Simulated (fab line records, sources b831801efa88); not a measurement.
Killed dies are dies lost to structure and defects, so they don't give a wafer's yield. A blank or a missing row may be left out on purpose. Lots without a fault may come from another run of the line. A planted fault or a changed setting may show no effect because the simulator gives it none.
Problem report in the 8D (eight disciplines) form, filled by code | flow sky130 | the parts of the form that need people (team, actions taken, sign-off) are left out

1. THE PROBLEM
oes_product_au at SKY_FIELD_ISO_ETCH_14 reads a mean of 0.915 a.u. on 6 wafers of 2 lots; wafers without a fault read 0.856 a.u. with a standard deviation of 0.0049. That is +12 standard deviations from the usual mean.
The step: etches BARC in N2/H2, stops on SiO2, time 45.9 s, target depth 60 nm.
First seen on wafer L334.2, day 5 15:21, on rie_diel-03. The record holds 18 wafers of 6 lots with a number at this step. Rule for "out", or "out of limits": more than 4 standard deviations from the usual mean. The other wafers with a number count as sound.

2. WHAT IT IS AND WHAT IT IS NOT
question                    | is                           | is not
which readings at this step | oes_product_au, run_length_s | drypump_motor_current_A, throttle_valve_pct
which lots                  | L334, L335                   | L320, L325, L338, L341
which wafers of those lots  | all that have a number       | -
read on which tools         | rie_diel-03                  | rie_diel-01
when                        | from day 5 15:21             | up to then (6 sound wafers); but 6 sound wafers of L338, L341 came after

3. SUSPECTS, AND WHAT RULES EACH OUT
Counting: a tool at a process step up to the reading stays a suspect if it ran every lot that is out and no sound lot after the first of them.
- rie_diel-03 at SKY_FIELD_ISO_ETCH_14 (etches BARC in N2/H2, stops on SiO2, time 45.9 s, target depth 60 nm): kept. It ran every lot that is out, first L334 (day 5 15:21), and no sound lot after that; its last sound lot up to then is L320 (day 2 16:55). Its own readings are out on those wafers: oes_product_au, run_length_s.
Left after counting: rie_diel-03 at SKY_FIELD_ISO_ETCH_14.

4. THE CAUSE (what the simulator had put in)
Process parameter drift: rie_diel-03, from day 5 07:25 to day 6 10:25, at SKY_FIELD_ISO_ETCH_14. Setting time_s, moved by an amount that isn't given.
Counting left only this tool.

5. THE CHAIN OF EFFECTS, in route order
Each row: a reading whose mean over the struck wafers that have a number lies more than 3 standard deviations from the usual. Only readings for which the record gives a usual standard deviation are gone through. hours: the time from each lot's start at the first step in this table that gives one to its start at this step, as a median over the lots. sigmas: the change in usual standard deviations.
hours | step                  | reading        | usual      | on struck wafers | change | sigmas
0     | SKY_FIELD_ISO_ETCH_14 | oes_product_au | 0.856 a.u. | 0.915            | +0.059 | +12
0     | SKY_FIELD_ISO_ETCH_14 | run_length_s   | 74.3 s     | 71.0             | -3.3   | -8.7
The process steps in it:
- SKY_FIELD_ISO_ETCH_14: etches BARC in N2/H2, stops on SiO2, time 45.9 s, target depth 60 nm.

6. WHAT WOULD HAVE CAUGHT IT SOONER
In this record the first reading out of limits was taken at day 5 15:21, 8 hours after the fault began at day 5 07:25.
